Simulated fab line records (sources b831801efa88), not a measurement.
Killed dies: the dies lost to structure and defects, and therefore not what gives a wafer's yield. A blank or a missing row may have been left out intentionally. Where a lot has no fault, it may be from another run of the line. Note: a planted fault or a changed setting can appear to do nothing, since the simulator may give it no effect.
Split-lot trial    flow gf180mcu    23 wafers read from 5 lots, route of 602 steps

SPLIT DETAILS
At GF_PSD_DEVELOP_06 (develop time 60 s), the setting develop_time_s was moved away from the recipe's 60 s on 8 of the 23 wafers read, by -13.2% to -4.1%. For the rest of the wafers, this setting stayed at what the recipe calls for.

There is no step in the file separating the split from the reading.

THE READING
cd_nm (nm) at GF_PSD_CD_MEAS_07, where the cd target is 400 nm. A value of 400.7 nm with a standard deviation of 2.3 nm is what fault-free wafers of this fab line usually give.

wafer   tool, chamber at the split  develop_time_s as run, s  against the recipe  cd_nm, nm  against lot-mates on the recipe
L077.1  litho_track-01, 0           55.31                     -7.8%               384.0      -10.8
L077.2  litho_track-01, 0           60                        recipe              396.0      -
L077.3  litho_track-01, 0           60                        recipe              392.9      -
L077.5  litho_track-01, 0           55.31                     -7.8%               387.3      -7.5
L077.6  litho_track-01, 0           60                        recipe              395.5      -
L078.1  litho_track-03, 0           60                        recipe              405.8      -
L078.2  litho_track-03, 0           60                        recipe              405.1      -
L078.3  litho_track-03, 0           60                        recipe              401.8      -
L078.5  litho_track-03, 0           60                        recipe              404.6      -
L078.6  litho_track-03, 0           60                        recipe              404.1      -
L079.1  litho_track-03, 0           60                        recipe              399.7      -
L079.4  litho_track-03, 0           60                        recipe              401.3      -
L079.6  litho_track-03, 0           60                        recipe              400.1      -
L082.1  litho_track-01, 0           60                        recipe              399.9      -
L082.2  litho_track-01, 0           52.1                      -13.2%              382.6      -16.8
L082.3  litho_track-01, 0           52.1                      -13.2%              388.2      -11.2
L082.5  litho_track-01, 0           52.1                      -13.2%              384.1      -15.3
L082.6  litho_track-01, 0           60                        recipe              399.0      -
L084.1  litho_track-04, 0           57.55                     -4.1%               403.0      -5.1
L084.2  litho_track-04, 0           60                        recipe              406.9      -
L084.4  litho_track-04, 0           57.55                     -4.1%               397.5      -10.6
L084.5  litho_track-04, 0           60                        recipe              409.3      -
L084.6  litho_track-04, 0           57.55                     -4.1%               397.7      -10.4

THE FIT
A straight line over all 23 wafers: cd_nm changes by +1.35 nm for each +1% of develop_time_s; r = +0.82; the points scatter about the line by 4.5 nm.
The same after taking each lot's own level away (the mean of its wafers on the recipe; 23 wafers): +1.14 nm for each +1%; r = +0.93; scatter 2.2 nm.
According to that fit, moving develop_time_s by its largest amount changes the reading by 15 nm.
From 394.80 to 408.10 nm: that is the span of the lots' own levels, equal to 5.8 times the standard deviation above.
Thus the slope moves with the lot-to-lot level: the two fits are different.
Check: -15 nm against its lot-mates is what the line predicts for one of the wafers moved furthest among these (-13.2%) when that wafer is left out of the fit. It came out at -16.8 nm against them.

THE OTHER SPLITS THESE WAFERS WENT THROUGH
Note: prior to the reading, these wafers also went through further splits. Each is held against what the fit with the lots' levels taken away leaves over:
other split on the same wafers    wafers away from the commonest value  r with cd_nm (lot level and that fit taken away)
GF_POLY_GATE_PEB_08 peb_time_s    11                                    +0.32
GF_HV_LDD_EXPOSE_16 dose_mj       9                                     -0.28
GF_HV_LDD_DEVELOP_18 dev_temp_c   6                                     +0.00
GF_NSD_DEVELOP_06 develop_time_s  11                                    +0.08
GF_NSD_IMPLANT_09 energy_kev      12                                    +0.34
GF_PSD_COAT_02 resist_thk_nm      10                                    -0.21

FILE'S OWN FIT
cd_nm changes by +1.19 nm for each +1% of develop_time_s, r = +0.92.
